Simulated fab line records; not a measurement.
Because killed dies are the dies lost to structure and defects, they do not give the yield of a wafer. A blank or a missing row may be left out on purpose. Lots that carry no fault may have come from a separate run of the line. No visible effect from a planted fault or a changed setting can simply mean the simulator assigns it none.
The tool behind it: which one? -- flow sky130 -- 15 lots (45 wafers sampled), 1 step of a 708-step route

== WHAT THE GAUGES READ, wafer by wafer ==
Not one reading of a measure or inspect step in the record can be checked against a usual standard deviation.

== WHICH TOOL RAN EACH LOT (tool, then ch and the chambers of the sampled wafers, then the start) ==
lot,SKY_LI_CONTACT_EXPOSE_09
L264,"krf-scanner-01 ch 0, day 28 02:22"
L265,"krf-scanner-02 ch 0, day 28 09:12"
L266,"krf-scanner-01 ch 0, day 29 04:26"
L268,"krf-scanner-01 ch 0, day 29 18:02"
L269,"krf-scanner-02 ch 0, day 30 06:34"
L270,"krf-scanner-02 ch 0, day 30 12:35"
L272,"krf-scanner-01 ch 0, day 30 20:16"
L276,"krf-scanner-02 ch 0, day 32 21:08"
L278,"krf-scanner-02, day 32 22:52"
L279,"krf-scanner-01, day 33 14:19"
L280,"krf-scanner-01, day 34 11:46"
L283,"krf-scanner-01 ch 0, day 35 15:19"
L284,"krf-scanner-01 ch 0, day 35 17:56"
L287,"krf-scanner-02 ch 0, day 35 20:16"
L286,"krf-scanner-02 ch 0, day 36 00:10"
- SKY_LI_CONTACT_EXPOSE_09: exposes mask LICM1, target cd 170 nm.

== WHAT THE TOOLS THEMSELVES READ (means of the sampled wafers that have a number; where no wafer has one, the mark that the record gives instead) ==
SKY_LI_CONTACT_EXPOSE_09.
lot,tool,exposure-dose-mJ-cm2,focus-offset-nm (nm)
L264,krf-scanner-01,37.90,-0.1
L265,krf-scanner-02,37.98,-0.6
L266,krf-scanner-01,37.96,0.2
L268,krf-scanner-01,37.96,-0.4
L269,krf-scanner-02,37.95,-0.1
L270,krf-scanner-02,37.98,-0.1
L272,krf-scanner-01,37.94,-0.1
L276,krf-scanner-02,38.04,0.1
L278,krf-scanner-02,-,-
L279,krf-scanner-01,-,-
L280,krf-scanner-01,-,-
L283,krf-scanner-01,38.00,0.0
L284,krf-scanner-01,37.90,-0.2
L287,krf-scanner-02,37.97,0.4
L286,krf-scanner-02,38.05,-0.2

== THE ANSWER, worked out from the rows above alone ==
Rule: the lots themselves supply what counts as usual. The widest of any qualifying gaps counts: lots, ordered by their means at a reading, are off when they make up no more than a third of the lots, leave a main group of 4 or more, and stand apart from it by 3 or more times the standard deviation of that group's means. The tables above print the reading to a certain number of digits; a main group whose means all agree to those digits is not used. A lot without any number at a reading at which 4 lots or more have one is off too. Where the step has rows for the other lots, those lots are counted as sound. The gauges are gone through in route order, then the tools' own readings, and for those a lot's mean is taken as printed above. The first step at which some lot is off is used, and at that step the reading that is off furthest; a lot without a number counts as furthest.
Off at SKY_LI_CONTACT_EXPOSE_09 (exposure-dose-mJ-cm2): L278, L279, L280. Without a number there: L278, L279, L280. For the main group the mean is 37.97 and the standard deviation 0.044.
If a tool, at that step or one of the process steps before it, ran each lot that is off and ran no sound lot following the first of them, it fits. Not one of the candidates tried fits.

== WHAT THE SIMULATOR PUT IN ==
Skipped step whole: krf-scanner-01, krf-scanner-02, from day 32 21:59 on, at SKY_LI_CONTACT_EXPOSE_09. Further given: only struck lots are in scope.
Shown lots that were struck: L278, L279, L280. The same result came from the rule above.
